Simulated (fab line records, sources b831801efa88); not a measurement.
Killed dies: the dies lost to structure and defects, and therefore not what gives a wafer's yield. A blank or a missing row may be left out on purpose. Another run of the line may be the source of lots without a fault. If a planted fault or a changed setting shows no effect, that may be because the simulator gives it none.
The same fault as seen by 2 desks    flow sky130    every desk sees just its own numbers, and what lay behind them comes last

== THE TOOL OWNER'S DESK: implanter-03 ==
For each lot that ran on this tool, the mean over its sampled wafers that have a number, from the tool's own readings at SKY_LDD_HVP_IMPLANT_08. Marked OUT: a lot whose mean sits more than 4 standard deviations from the usual mean, which makes it out of limits; the brackets give that distance.
Columns: A = doseIonsCm2 at SKY_LDD_HVP_IMPLANT_08, usual 1.6999e+13; B = faradayCurrentUA at SKY_LDD_HVP_IMPLANT_08, usual 96.0
lot   first seen here  A                             B
L613  day 23 04:57     1.7001e+13                    95.1
L614  day 23 19:22     1.7017e+13                    96.4
L619  day 25 09:35     7.8423e+12 (-99 or more) OUT  43.6 (-29) OUT
L621  day 26 03:52     7.8667e+12 (-99 or more) OUT  44.0 (-29) OUT
L628  day 28 11:44     1.6992e+13                    95.0
L631  day 29 11:08     1.6980e+13                    94.8
Finding of this desk: L619, L621 out of limits; the first was L619 at day 25 09:35, on doseIonsCm2 at SKY_LDD_HVP_IMPLANT_08. L613, L614, L628, L631: within limits.

== FROM THE METROLOGY DESK ==
What the gauges read for every lot (on any tool): the sampled wafers with a number, averaged. Marked OUT: a lot whose mean sits more than 4 standard deviations from the usual mean, which makes it out of limits; the brackets give that distance.
Columns: A = POLY_GATE_CVD_03_THK at SKY_POLY_GATE_THK_MEAS_04, usual 74.9 nm; B = LDD_N_TW at SKY_LDD_N_TW_MEAS_17, usual 2592; C = LDD_HVP_TW at SKY_LDD_HVP_TW_MEAS_10, usual 458.4; D = SPACER_CVD_00_THK at SKY_SPACER_THK_MEAS_01, usual 43.2 nm
lot   first seen here  A     B     C                D
L611  day 15 21:43     73.0  2586  456.3            43.4
L612  day 16 04:50     74.9  2580  456.9            43.1
L613  day 16 16:40     74.9  2614  456.8            42.5
L614  day 17 07:10     75.2  2602  457.0            42.6
L619  day 18 21:00     75.4  2616  363.9 (-47) OUT  44.3
L621  day 19 19:52     74.2  2585  364.3 (-47) OUT  42.9
L625  day 20 23:32     74.8  2582  459.3            43.7
L627  day 21 19:40     75.6  2575  455.9            43.3
L628  day 22 06:56     74.7  2570  457.5            43.5
L629  day 22 12:47     73.7  2585  459.7            43.2
L630  day 22 23:20     74.8  2600  457.3            43.8
L631  day 23 05:12     74.6  2603  460.4            43.3
L632  day 23 14:55     74.9  2601  461.0            43.2
This desk reports L619, L621 out of limits; the earliest was L619 at day 25 09:50 (LDD_HVP_TW at SKY_LDD_HVP_TW_MEAS_10). L611, L612, L613, L614, L625, L627, L628, L629, L630, L631, L632: within limits.

== TAKEN TOGETHER ==
The tool owner's desk could have raised an alarm at day 25 09:35, on L619, L621.
Metrology desk: alarm possible at day 25 09:50 on L619, L621.
All the named lots went through SKY_LDD_HVP_IMPLANT_08 on implanter-03.

== WHAT THE SIMULATOR HAD INSERTED ==
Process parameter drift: implanter-03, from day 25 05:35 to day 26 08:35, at SKY_LDD_HVP_IMPLANT_08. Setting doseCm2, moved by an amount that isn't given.
Struck lots among those shown: L619, L621.
Fault start to first reading out of limits, in hours, per desk: tool owner, 4; metrology, 4.
